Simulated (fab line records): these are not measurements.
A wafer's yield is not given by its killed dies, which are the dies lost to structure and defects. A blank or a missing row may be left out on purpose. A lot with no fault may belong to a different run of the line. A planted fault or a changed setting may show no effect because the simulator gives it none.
fab line records ; flow sfq-line ; part 2 of 2: steps 28 to 39 of 39
record lots=5; wafers=15; last-day=90
route steps=325 shown I3@138 M4@148 I4@163
lots that met no fault: from a run of the same line without faults
start-h: the number of hours between the record's first day and the start of the first shown wafer of the lot ; wait-h: time in hours since the lot's previous step ; " same as the row above ; L1.1+2: a single row standing in for several wafers ; - no value, or no start was given ; * or withheld: withheld ; < > ~ a bound
route shown NAME@n: NAME is a module with steps in the file, n the number in the route of the first one ; usual: the fault-free wafers' mean and standard deviation ; same: alike in all rows ; chamber/n: place in a boat ; sites: each site's reading ; _std_site: the standard deviation of these ; _edge_site: mean of outer sites minus mean of inner sites ; radius-mm: for every site, how far away it sits from the centre of the wafer ; mask NAME#n: copy n ; behind: the most recent tool/chamber to have shaped the wafer ; hold: cause of the lot's hold/its duration in hours/its outcome ; device: transistor that didn't switch, given as n, p or np ; end of line: at the end of the route, the tests of the same wafers ; a step with no rows: only its recipe ; killed: at the first sort, the dies lost to defects and structure; wafer yield is something else ; map: a wafer's dies, marking killed ones x, the rest . and places with no die _
set.NAME: setting as actually run; set.NAME@STEP: the setting as run at that earlier step ; model.NAME: the simulator's own value behind a step, which no gauge read
lots seen at some steps along the route; tables by step, rows by wafer
services: a tool's chamber out of use, with start hour (start-h, from the record's first day; less than 0 if before it), hours out, and reason
## steps
# step SFQ_TRILAYER_I4_METRO_MEASURE_101
# usual thk-nm=200.2/0.82
lot.wafer;tool;chamber;start-h;wait-h;thk-nm
L074.1;film-metro-02;-;1056.33;0.1;200.0
L074.2;film-metro-02;-;1056.33;0.1;200.6
L074.5;film-metro-02;-;1056.33;0.1;200.5
L076.2;film-metro-01;-;1194.86;0.3;199.1
L076.5;film-metro-01;-;1194.86;0.3;199.6
L076.6;film-metro-01;-;1194.86;0.3;198.5
L087.1;film-metro-02;-;1312.03;0.1;200.5
L087.4;film-metro-02;-;1312.03;0.1;200.2
L087.5;film-metro-02;-;1312.03;0.1;202.1
L093.2;film-metro-02;-;1366.23;0.3;200.0
L093.3;film-metro-02;-;1366.23;0.3;200.7
L093.6;film-metro-02;-;1366.23;0.3;199.9
L095.3;film-metro-02;-;1381.08;0.5;199.7
L095.4;film-metro-02;-;1381.08;0.5;199.2
L095.5;film-metro-02;-;1381.08;0.5;200.1
# step SFQ_TRILAYER_I4_VIA_LITHO_COAT_108
# recipe resist=BARC; spin-rpm=3000; resist-thk-nm=62
lot.wafer;tool;chamber;start-h;wait-h
L074.1+2+5;litho-track-02;0;1057.53;1.0
L076.2+5+6;litho-track-04;0;1195.91;0.8
L087.1+4+5;litho-track-02;0;1313.23;1.0
L093.2+3+6;litho-track-02;0;1367.28;0.8
L095.3+4+5;litho-track-01;0;1381.98;0.7
# step SFQ_TRILAYER_I4_VIA_LITHO_COAT_103
# recipe resist=KrF; spin-rpm=3000; resist-thk-nm=650
lot.wafer;tool;chamber;start-h;wait-h
L074.1+2+5;litho-track-02;0;1057.83;0.2
L076.2+5+6;litho-track-04;0;1196.21;0.2
L087.1+4+5;litho-track-02;0;1313.53;0.2
L093.2+3+6;litho-track-02;0;1367.58;0.2
L095.3+4+5;litho-track-01;0;1382.28;0.2
# step SFQ_TRILAYER_I4_VIA_LITHO_SOFTBAKE_107
# recipe temp-c=withheld; time-s=withheld; resist=KrF
lot.wafer;tool;chamber;start-h;wait-h
L074.1+2+5;litho-track-02;0;1058.13;0.2
L076.2+5+6;litho-track-04;0;1196.48;0.2
L087.1+4+5;litho-track-02;0;1313.83;0.2
L093.2+3+6;litho-track-02;0;1367.85;0.2
L095.3+4+5;litho-track-01;0;1382.53;0.2
# step SFQ_TRILAYER_I4_VIA_LITHO_EXPOSE_104
# recipe mask-id=I4; na=0.6; source-shape=conventional; sigma-outer=0.65; target-cd-nm=700; dose-mj=21.3
# usual exposure-dose-mJ-cm2=21.308/0.021
# same sigma-outer=0.65
lot.wafer;tool;chamber;start-h;wait-h;mask;exposure-dose-mJ-cm2
L074.1;krf-scanner-02;0;1058.99;-;I4#0;21.290
L074.2;krf-scanner-02;0;1058.99;-;I4#0;21.306
L074.5;krf-scanner-02;0;1058.99;-;I4#0;21.296
L076.2;krf-scanner-01;0;1198.56;-;I4#0;21.260
L076.5;krf-scanner-01;0;1198.56;-;I4#0;21.293
L076.6;krf-scanner-01;0;1198.56;-;I4#0;21.311
L087.1;krf-scanner-01;0;1313.98;-;I4#0;21.320
L087.4;krf-scanner-01;0;1313.98;-;I4#0;21.329
L087.5;krf-scanner-01;0;1313.98;-;I4#0;21.365
L093.2;krf-scanner-01;0;1368.18;-;I4#0;21.308
L093.3;krf-scanner-01;0;1368.18;-;I4#0;21.312
L093.6;krf-scanner-01;0;1368.18;-;I4#0;21.323
L095.3;krf-scanner-02;0;1507.43;-;I4#0;21.305
L095.4;krf-scanner-02;0;1507.43;-;I4#0;21.301
L095.5;krf-scanner-02;0;1507.43;-;I4#0;21.308
# step SFQ_TRILAYER_I4_VIA_LITHO_PEB_106
# recipe peb-temp-c=115; peb-time-s=60; resist=KrF
lot.wafer;tool;chamber;start-h;wait-h
L074.1+2+5;litho-track-01;0;1060.19;1.0
L076.2+5+6;litho-track-04;0;1199.59;0.8
L087.1+4+5;litho-track-01;0;1315.18;1.0
L093.2+3+6;litho-track-04;0;1369.20;0.8
L095.3+4+5;litho-track-04;0;1508.28;0.7
# step SFQ_TRILAYER_I4_VIA_LITHO_DEVELOP_105
# recipe time-s=60; resist=KrF
lot.wafer;tool;chamber;start-h;wait-h
L074.1+2+5;litho-track-01;0;1060.34;0.1
L076.2+5+6;litho-track-04;0;1199.74;0.1
L087.1+4+5;litho-track-01;0;1315.33;0.1
L093.2+3+6;litho-track-04;0;1369.35;0.1
L095.3+4+5;litho-track-04;0;1508.43;0.1
# step SFQ_I4_OVL_MEAS_928
# usual I4_OVL=3/5.4
lot.wafer;tool;chamber;start-h;wait-h;I4_OVL[nm]
L074.1;overlay-01;-;1060.49;0.1;6
L074.2;overlay-01;-;1060.49;0.1;2
L074.5;overlay-01;-;1060.49;0.1;2
L076.2;overlay-01;-;1199.87;0.1;9
L076.5;overlay-01;-;1199.87;0.1;8
L076.6;overlay-01;-;1199.87;0.1;5
L087.1;overlay-01;-;1315.48;0.1;8
L087.4;overlay-01;-;1315.48;0.1;5
L087.5;overlay-01;-;1315.48;0.1;-8
L093.2;overlay-02;-;1369.48;0.1;2
L093.3;overlay-02;-;1369.48;0.1;-6
L093.6;overlay-02;-;1369.48;0.1;2
L095.3;overlay-01;-;1508.55;0.1;11
L095.4;overlay-01;-;1508.55;0.1;6
L095.5;overlay-01;-;1508.55;0.1;10
# step SFQ_TRILAYER_I4_VIA_BARC_OPEN_VIA_ETCH_146
# recipe mask-material=PR; chemistry=O2; target-depth-nm=125; target=BARC; source-w=480.5; bias-w=80; pressure-mtorr=30; time-s=41.7
# usual drypump-motor-current-A=5.7/0.38; oes-product-au=0.686/0.0041
lot.wafer;tool;chamber;start-h;wait-h;drypump-motor-current-A;oes-product-au;rf-hours-counter-h
L074.1;rie-diel-03;3;1060.52;0.0;6.0;0.683;16
L074.2;rie-diel-03;0;1060.52;0.0;5.2;0.684;2
L074.5;rie-diel-03;1;1060.52;0.0;5.8;0.686;-
L076.2;rie-diel-01;3;1199.90;0.0;5.9;0.680;0
L076.5;rie-diel-01;2;1199.90;0.0;6.3;0.685;-
L076.6;rie-diel-01;1;1199.90;0.0;5.8;0.682;-
L087.1;rie-diel-02;3;1315.51;0.0;5.5;0.685;10
L087.4;rie-diel-02;0;1315.51;0.0;5.1;0.686;11
L087.5;rie-diel-02;0;1315.51;0.0;5.1;0.686;-
L093.2;rie-diel-03;0;1369.51;0.0;5.2;0.688;7
L093.3;rie-diel-03;2;1369.51;0.0;5.7;0.691;2
L093.6;rie-diel-03;3;1369.51;0.0;6.0;0.681;-
L095.3;rie-diel-02;1;1508.57;0.0;6.0;0.685;15
L095.4;rie-diel-02;0;1508.57;0.0;5.1;0.686;14
L095.5;rie-diel-02;3;1508.57;0.0;5.5;0.683;-
# step SFQ_TRILAYER_I4_VIA_ETCH_VIA_ETCH_106
# recipe target=SiO2; stop-on=Nb; mask-material=PR; taper-deg=20; chemistry=CHF3; target-depth-nm=260; source-w=500; bias-w=80; pressure-mtorr=30; time-s=withheld
# usual drypump-motor-current-A=5.7/0.38; oes-product-au=0.855/0.005
lot.wafer;tool;chamber;start-h;wait-h;drypump-motor-current-A;oes-product-au
L074.1;rie-diel-03;3;1060.56;0.0;6.0;0.851
L074.2;rie-diel-03;0;1060.56;0.0;5.2;0.856
L074.5;rie-diel-03;1;1060.56;0.0;5.8;0.852
L076.2;rie-diel-01;3;1199.94;0.0;5.9;0.853
L076.5;rie-diel-01;2;1199.94;0.0;6.3;0.850
L076.6;rie-diel-01;1;1199.94;0.0;5.8;0.846
L087.1;rie-diel-02;3;1315.55;0.0;5.4;0.856
L087.4;rie-diel-02;0;1315.55;0.0;5.1;0.854
L087.5;rie-diel-02;0;1315.55;0.0;5.1;0.855
L093.2;rie-diel-03;0;1369.55;0.0;5.2;0.854
L093.3;rie-diel-03;2;1369.55;0.0;5.7;0.851
L093.6;rie-diel-03;3;1369.55;0.0;6.0;0.856
L095.3;rie-diel-02;1;1508.61;0.0;6.1;0.857
L095.4;rie-diel-02;0;1508.61;0.0;5.0;0.850
L095.5;rie-diel-02;3;1508.61;0.0;5.4;0.856
# step SFQ_TRILAYER_I4_VIA_STRIP_STRIP_107
# recipe gas=O2; power-w=200; platen-temp-c=40; overash-fraction=0.65; chemistry=O2; pressure-mtorr=50
# usual drypump-motor-current-A=5.9/0.44; oes-product-au=0.997/0.0071
# same overash-fraction=0.65
lot.wafer;tool;chamber;start-h;wait-h;drypump-motor-current-A;oes-product-au;rf-hours-counter-h
L074.1;rie-metal-01;0;1060.67;-;6.4;0.989;88
L074.2;rie-metal-01;1;1060.67;-;5.9;0.998;41
L074.5;rie-metal-01;1;1060.67;-;5.9;0.993;-
L076.2;rie-metal-04;0;1200.05;-;5.1;1.004;69
L076.5;rie-metal-04;1;1200.05;-;5.9;0.999;-
L076.6;rie-metal-04;0;1200.05;-;5.1;1.007;-
L087.1;rie-metal-01;0;1315.67;-;6.5;1.003;121
L087.4;rie-metal-01;1;1315.67;-;5.9;0.992;-
L087.5;rie-metal-01;0;1315.67;-;6.4;0.994;-
L093.2;rie-metal-01;1;1369.67;-;5.9;1.008;84
L093.3;rie-metal-01;1;1369.67;-;5.9;0.999;-
L093.6;rie-metal-01;1;1369.67;-;5.9;1.006;-
L095.3;rie-metal-04;0;1508.92;-;5.1;1.000;-
L095.4;rie-metal-04;1;1508.92;-;5.8;1.006;-
L095.5;rie-metal-04;1;1508.92;-;5.8;1.007;-
# step SFQ_TRILAYER_I4_VIA_STRIP_SOLV_CLEAN_108
# recipe chemistry=NMP; temp-c=70; time-s=600
lot.wafer;tool;chamber;start-h;wait-h
L074.1+2+5;wet-bench-04;4,2,0;1061.27;0.4
L076.2+5+6;wet-bench-02;7,5,1;1200.65;0.4
L087.1+4+5;wet-bench-04;1,5,6;1316.27;0.4
L093.2+3+6;wet-bench-04;2,6,4;1370.27;0.4
L095.3+4+5;wet-bench-04;4,0,1;1509.32;0.2
## services
tool;chamber;start-h;hours;kind
krf-scanner-02;-;904.37;6.3;repair
rie-metal-03;0;905.28;3.3;repair
rie-diel-02;0;931.19;17.8;repair
rie-metal-03;-;932.83;0.8;repair
krf-scanner-02;-;933.25;0.8;pm
rie-metal-01;-;979.78;0.8;repair
krf-scanner-02;-;999.25;0.8;pm
rie-metal-01;-;1002.77;28.1;pm
rie-metal-03;1;1005.37;17.1;repair
krf-scanner-02;-;1013.20;1.0;pm
krf-scanner-02;-;1035.80;1.3;pm
krf-scanner-02;-;1100.99;0.8;pm
rie-metal-01;-;1103.14;1.4;pm
krf-scanner-02;-;1118.43;0.6;repair
rie-metal-01;-;1140.41;2.8;pm
wet-bench-04;-;1146.13;2.0;repair
krf-scanner-02;-;1150.08;0.4;repair
rie-diel-02;1;1176.34;29.6;repair
rie-metal-03;-;1182.65;0.5;repair
wet-bench-04;-;1245.52;19.8;repair
rie-metal-03;-;1268.64;2.8;pm
rie-metal-01;-;1272.33;0.2;repair
rie-metal-03;-;1412.31;1.1;repair
rie-metal-03;1;1486.83;5.3;repair
